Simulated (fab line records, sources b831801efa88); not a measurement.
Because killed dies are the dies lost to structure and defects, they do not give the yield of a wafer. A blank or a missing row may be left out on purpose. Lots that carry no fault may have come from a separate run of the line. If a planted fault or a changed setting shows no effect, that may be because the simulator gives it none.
Comparing a struck lot with a sound one    flow sky130    37 out of 708 route steps
Sound: these wafers, L188.2, L188.4, L188.5. Struck: wafer L195.2 (left out: L195.3, L195.5 of the same lot, which were not struck); the cause appears at the end.
For every step that has rows: the tool of each side, followed by ch and its chambers, followed by its first start. Under that, the readings that differ: sound wafers    struck wafers    difference of the means    sigmas: that difference in standard deviations of wafers without a fault.
alike: readings with means less than 2 such deviations apart, plus words and numbers identical on both sides. not compared: withheld readings, readings lacking a value on some wafer, bounds such as >300 that could conceal the same value, and numbers that have no deviation in the record and whose values overlap.
Wherever a step has rows on one side only, a row that says differs or no value, or a row with sigmas, the two part there. Non-overlapping numbers with no deviation appear without sigmas and do not part them. A reading missing from all wafers of one side parts the sides only when that side holds two or more wafers.

first, 9 steps without rows for these wafers: SKY_METAL3_DESCUM_15 (chemistry O2, time 8 s); SKY_METAL3_ETCH_16 (etches BARC in N2/H2, stops on SiO2, time 88.2 s, target depth 60 nm); SKY_METAL3_ETCH_17 (etches SiO2 in C4F8/O2/Ar, stops on TiN, time 3.9 s, target depth 15 nm); SKY_METAL3_METAL_ETCH_18 (etches the open film in Cl2/BCl3, stops on SiO2, target depth 845 nm, time 183.1 s); SKY_METAL3_STRIP_19 (strips in O2/N2); SKY_METAL3_STRIP_20 (strips in post etch residue remover, time 1200 s); SKY_METAL3_CLEAN_21 (cleans in IPA, time 180 s); SKY_METAL3_CLEAN_22 (cleans in O3/DIW); SKY_VIA3_HDPCVD_00 (deposits SiO2, target thk 1635 nm, time 272.5 s).
SKY_VIA3_CMP_02: polishes SiO2.
  sound on cmp-02 ch 1,2,3, day 40 04:30; struck on cmp-02 ch 2, day 42 04:59
reading                                   sound              struck  difference  sigmas
motor_current_A (A)                       13.3 10.0 12.1     13.9    +2.1        +2
model.SiO2_of_VIA3_HDPCVD_00.thk_nm (nm)  464.9 464.5 463.3  865.6   +401.4      
SKY_VIA3_BOW_MEAS_03:
  struck on film_metro-03, day 42 05:19; sound on film_metro-03, day 40 04:49
reading        sound     struck  difference  sigmas
VIA3_BOW (um)  78 81 87  103     +21         +3
then, 9 steps without rows for these wafers: SKY_VIA3_DEHYDRATE_04 (time 60 s); SKY_VIA3_HMDS_05 (prime time 60 s); SKY_VIA3_COAT_06 (resist thk 60 nm); SKY_VIA3_COAT_07 (resist thk 450 nm); SKY_VIA3_SOFTBAKE_08 (time 90 s); SKY_VIA3_EXPOSE_09 (exposes mask VIM3, target cd 200 nm); SKY_VIA3_PEB_10; SKY_VIA3_DEVELOP_11 (develop time 60 s); SKY_VIA3_ETCH_14 (etches BARC in N2/H2, stops on SiO2, time 45.9 s, target depth 60 nm).
SKY_VIA3_ETCH_15: etches SiO2 in C4F8/O2/Ar, stops on TiN, target depth 507 nm, time 78 s.
  sound on rie_diel-02 ch 0,2,3, day 41 05:19; struck on rie_diel-02 ch 2, day 43 04:28
reading                           sound              struck  difference  sigmas
oes_product_au (a.u.)             0.953 0.948 0.941  0.999   +0.052      +9
model.VIA3.feature_depth_nm (nm)  464.9 464.5 463.3  506.4   +42.2       
model.etch.depth_nm (nm)          464.9 464.5 463.3  506.4   +42.2       
  alike: bias_w
then, 13 steps without rows for these wafers: SKY_VIA3_STRIP_16 (strips in O2/N2); SKY_VIA3_STRIP_17 (strips in post etch residue remover, time 1200 s); SKY_VIA3_CLEAN_18 (cleans in IPA, time 180 s); SKY_VIA3_CLEAN_19 (cleans in O3/DIW); SKY_VIA3_SPUTTER_20 (material TiN, target thk 20 nm, time 80 s); SKY_VIA3_CVD_21 (deposits W, target thk 390 nm, time 117.31 s); SKY_VIA3_CMP_24 (polishes, stops on SiO2, t overpolish 20 s, target thk 0 nm); SKY_METAL4_SPUTTER_00 (material Ti, target thk 15 nm, time 10 s); SKY_METAL4_SPUTTER_01 (material TiN, target thk 20 nm, time 16.7 s); SKY_METAL4_SPUTTER_02 (material AlCu, target thk 735 nm, time 39.1 s); SKY_METAL4_SPUTTER_03 (material Ti, target thk 5 nm, time 3.3 s); SKY_METAL4_SPUTTER_04 (material TiN, target thk 70 nm, time 58.3 s); SKY_CAP2M_CVD_00 (deposits SiO2, target thk 15.5 nm).
SKY_METAL4_METAL_ETCH_18: etches the open film in Cl2/BCl3, stops on SiO2, target depth 845 nm, time 183.1 s.
  sound on rie_metal-02 ch 0, day 43 06:45; struck on rie_metal-04 ch 1, day 45 02:20
reading                                   sound              struck  difference  sigmas
bcl3_flow_sccm (sccm)                     30.03 30.04 29.96  30.20   +0.19       +2
model.SiO2_of_VIA3_HDPCVD_00.thk_nm (nm)  434.8 434.2 433.2  835.5   +401.4      
  alike: bias_w, drypump_motor_current_A, oes_product_au, throttle_valve_pct
  not compared: rf_hours_counter_h
SKY_VIA4_BOW_MEAS_03:
  struck on film_metro-03, day 45 03:41; sound on film_metro-01, day 43 08:28
reading        sound     struck  difference  sigmas
VIA4_BOW (um)  84 84 92  106     +19         +2
-- the record jumps here: 4 days lie between the struck wafers' starts before and after (it left off in module VIA4 and takes up again in module PAD_OPEN, whose first step shown is number 708 of the route) --
SKY_PAD_OPEN_PROBE_99:
  struck on prober-01, day 48 17:16; sound on prober-02, day 47 02:20
reading                                sound                 struck  difference  sigmas
model.etest.tester.sort_n_pass         404 418 410           0       -411        
model.etest.tester.sort_yield_pct (%)  82.11 84.96 83.33     0       -83         
model.etest.tester.sort_bin_5_pct (%)  11.38 9.35 10.57      85.69   +75.26      
model.etest.tester.sort_bin_3_pct (%)  1.016 0.6098 0.4065   5.371   +4.694      
model.etest.met4_comb.leak_log10_a_um  -11.93 -12.06 -11.95  -9.579  +2.401      
model.etest.field_p.open               0 0 0                 1       +1          
model.etest.nfet_05v0_nvt.open         0 0 0                 1       +1          
model.etest.cap_poly_to_well.open      0 0 0                 1       +1          
  alike: defect_limited_yield, killed_at_M0_to_M3, killed_at_M4_up, killed_at_contacts, killed_at_front_end, killed_at_other, killed_dies, killed_open, killed_short

WHERE THEY PART
Last at SKY_VIA4_BOW_MEAS_03 as far as this record goes, first at SKY_VIA3_CMP_02. Later steps at which nothing parts them and some readings are alike: SKY_PAD_OPEN_PROBE_99.

WHY: whatever the simulator had introduced
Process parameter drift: cmp-02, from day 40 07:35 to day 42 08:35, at SKY_VIA3_CMP_02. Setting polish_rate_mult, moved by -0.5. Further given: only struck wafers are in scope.
